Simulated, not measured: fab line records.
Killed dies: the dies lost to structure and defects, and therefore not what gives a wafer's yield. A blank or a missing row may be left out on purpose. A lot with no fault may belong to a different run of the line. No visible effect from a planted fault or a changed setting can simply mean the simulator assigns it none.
Chamber matching :: flow sky130 :: SKY_VIA2_HDPCVD_00 on hdpcvd-01: 3 sister chambers
The step deposits SiO2, target thk 1180 nm, time 196.7 s. 6 wafers are shown with their chamber, then 10 later ones without.

## WAFERS PAIRED WITH THEIR CHAMBERS
wafer: L398.1
chamber: 0
run length s (s): 224.7

wafer: L398.6
chamber: 2
run length s (s): 223.4

wafer: L399.2
chamber: 0
run length s (s): 224.9

wafer: L399.3
chamber: 2
run length s (s): 223.8

wafer: L400.1
chamber: 1
run length s (s): 224.2

wafer: L400.4
chamber: 1
run length s (s): 224.5

## WAFERS WITHOUT THEIR CHAMBER
wafer: L400.6
run length s (s): 223.9

wafer: L401.2
run length s (s): 223.9

wafer: L401.4
run length s (s): 224.0

wafer: L401.6
run length s (s): 223.4

wafer: L403.1
run length s (s): 224.2

wafer: L403.2
run length s (s): 224.5

wafer: L403.4
run length s (s): 223.8

wafer: L406.2
run length s (s): 224.7

wafer: L406.3
run length s (s): 223.6

wafer: L406.6
run length s (s): 223.6

## WHICH CHAMBER EACH ONE RAN IN
wafer: L400.6
from the rows above: can't be placed: 2 or 1
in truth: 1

wafer: L401.2
from the rows above: can't be placed: 2 or 1
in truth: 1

wafer: L401.4
from the rows above: can't be placed: 1 or 2
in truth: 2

wafer: L401.6
from the rows above: 2
in truth: 2

wafer: L403.1
from the rows above: 1
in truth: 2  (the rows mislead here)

wafer: L403.2
from the rows above: can't be placed: 1 or 0
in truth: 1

wafer: L403.4
from the rows above: can't be placed: 2 or 1
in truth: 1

wafer: L406.2
from the rows above: can't be placed: 0 or 1
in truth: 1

wafer: L406.3
from the rows above: 2
in truth: 2

wafer: L406.6
from the rows above: 2
in truth: 2
Correctly placed: 3 of 10. Can't be placed from these rows: 6 (the true chamber is among the candidates in 6). Wrongly placed: 1.
How it was worked out, from the rows above alone: a wafer's distance from a chamber is the root of the sum, over the readings, of the square of ((its reading less the chamber's mean) divided by the reading's scatter). The wafer belongs to the nearest chamber; if the next one is less than 2 further off, it can't be placed. A chamber's mean is the mean of its shown wafers. The scatter: take each reading less its chamber's mean, square it, sum over the shown wafers, divide by the number of wafers less the number of chambers, and take the root.
